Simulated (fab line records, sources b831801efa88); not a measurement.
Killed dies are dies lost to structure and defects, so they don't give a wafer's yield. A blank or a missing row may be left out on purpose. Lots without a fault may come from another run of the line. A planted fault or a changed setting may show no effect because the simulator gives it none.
Tool commonality check | flow sfq_line | 14 lots, 41 wafers sampled

WHY IT WAS OPENED
At SFQ_M4_RS_MEAS_924 the reading M4_NB_RS is flagged on 2 of 14 lots. Wafers without a fault read 0.892 ohm/sq, standard deviation 0.01.
Rule: a lot is flagged when every wafer of it that has a number lies more than 4 standard deviations from that mean, or none has a number. The other lots count as sound.

lot  | measured     | on            | M4_NB_RS (ohm/sq), wafer by wafer | flag
L907 | day 39 12:38 | film_metro-01 | 0.884 0.910 0.899                 |
L908 | day 39 16:14 | film_metro-01 | 0.873 0.866 0.870                 |
L909 | day 40 03:04 | film_metro-03 | 0.898 0.889 0.882                 |
L910 | day 41 22:26 | film_metro-03 | 0.900 0.896 0.889                 |
L911 | day 42 02:04 | film_metro-04 | 0.891 0.895 0.890                 |
L912 | day 42 05:40 | film_metro-04 | 0.877 0.878 0.888                 |
L913 | day 42 07:04 | film_metro-01 | 0.899 0.910 0.915                 |
L915 | day 43 06:30 | film_metro-01 | 0.877 0.869 0.879                 |
L917 | day 50 01:37 | film_metro-04 | 0.886 0.883 0.900                 |
L923 | day 51 14:21 | film_metro-01 | 0.737 0.736                       | FLAGGED
L924 | day 51 16:44 | film_metro-01 | 0.891 0.887 0.883                 |
L925 | day 51 20:21 | film_metro-03 | 0.729 0.738 0.728                 | FLAGGED
L928 | day 53 13:52 | film_metro-03 | 0.881 0.875 0.876                 |
L929 | day 54 16:45 | film_metro-03 | 0.897 0.895 0.894                 |
The numbers of the flagged lots are 0.734 ohm/sq on average: -0.158 ohm/sq against the usual, or -16 standard deviations.

WHICH TOOL RAN EACH LOT
The record holds 1 process step before the reading, out of a route of 325 steps. In each cell: the tool, then ch and the chambers that the sampled wafers went through, then the start.
lot  | flag    | SFQ_TRILAYER_M4_DEP_SPUTTER_091
L907 |         | pvd_sputter-03, day 39 12:32
L908 |         | pvd_sputter-04, day 39 16:08
L909 |         | pvd_sputter-04, day 40 02:57
L910 |         | pvd_sputter-04, day 41 22:21
L911 |         | pvd_sputter-04, day 42 01:58
L912 |         | pvd_sputter-03, day 42 05:34
L913 |         | pvd_sputter-05, day 42 06:59
L915 |         | pvd_sputter-05, day 43 06:25
L917 |         | pvd_sputter-03, day 50 01:28
L923 | FLAGGED | pvd_sputter-03, day 51 14:14
L924 |         | pvd_sputter-04, day 51 16:38
L925 | FLAGGED | pvd_sputter-03, day 51 20:16
L928 |         | pvd_sputter-04, day 53 13:47
L929 |         | pvd_sputter-04, day 54 16:37
What these steps do:
- SFQ_TRILAYER_M4_DEP_SPUTTER_091: material Nb, target thk 200 nm, time 133.3 s.
- SFQ_M4_RS_MEAS_924: measures by four-point-probe.

FLAGGED OVER TOTAL, TOOL BY TOOL (the gauges that took the reading come last)
step                            | tool           | lots run | flagged | share of the flagged lots | sound lots run after its first flagged lot
SFQ_TRILAYER_M4_DEP_SPUTTER_091 | pvd_sputter-03 | 5        | 2       | all                       | 0
SFQ_TRILAYER_M4_DEP_SPUTTER_091 | pvd_sputter-04 | 7        | 0       | none                      | -
SFQ_TRILAYER_M4_DEP_SPUTTER_091 | pvd_sputter-05 | 2        | 0       | none                      | -
SFQ_M4_RS_MEAS_924              | film_metro-01  | 6        | 1       | some                      | 1 (L924)
SFQ_M4_RS_MEAS_924              | film_metro-03  | 5        | 1       | some                      | 2 (L928,L929)
SFQ_M4_RS_MEAS_924              | film_metro-04  | 3        | 0       | none                      | -

WHAT THE TABLE ALLOWS
1 row of the table ran every flagged lot: pvd_sputter-03 at SFQ_TRILAYER_M4_DEP_SPUTTER_091.
- pvd_sputter-03 at SFQ_TRILAYER_M4_DEP_SPUTTER_091: 2 of its 5 lots flagged. Its last sound lot is L917 (day 50 01:28), its first flagged lot L923 (day 51 14:14): a fault that began between those two fits. Its own readings lie more than 4 standard deviations out on every wafer of the flagged lots: cathode_dc_power_W.
One tool is left: pvd_sputter-03 at SFQ_TRILAYER_M4_DEP_SPUTTER_091.

WHAT THE SIMULATOR HAD PUT IN
Process parameter drift: pvd_sputter-03, from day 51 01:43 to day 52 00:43, at SFQ_TRILAYER_M4_DEP_SPUTTER_091. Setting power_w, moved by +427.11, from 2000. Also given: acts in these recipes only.
Lots struck among those shown: L923, L925. The rule above found the same.
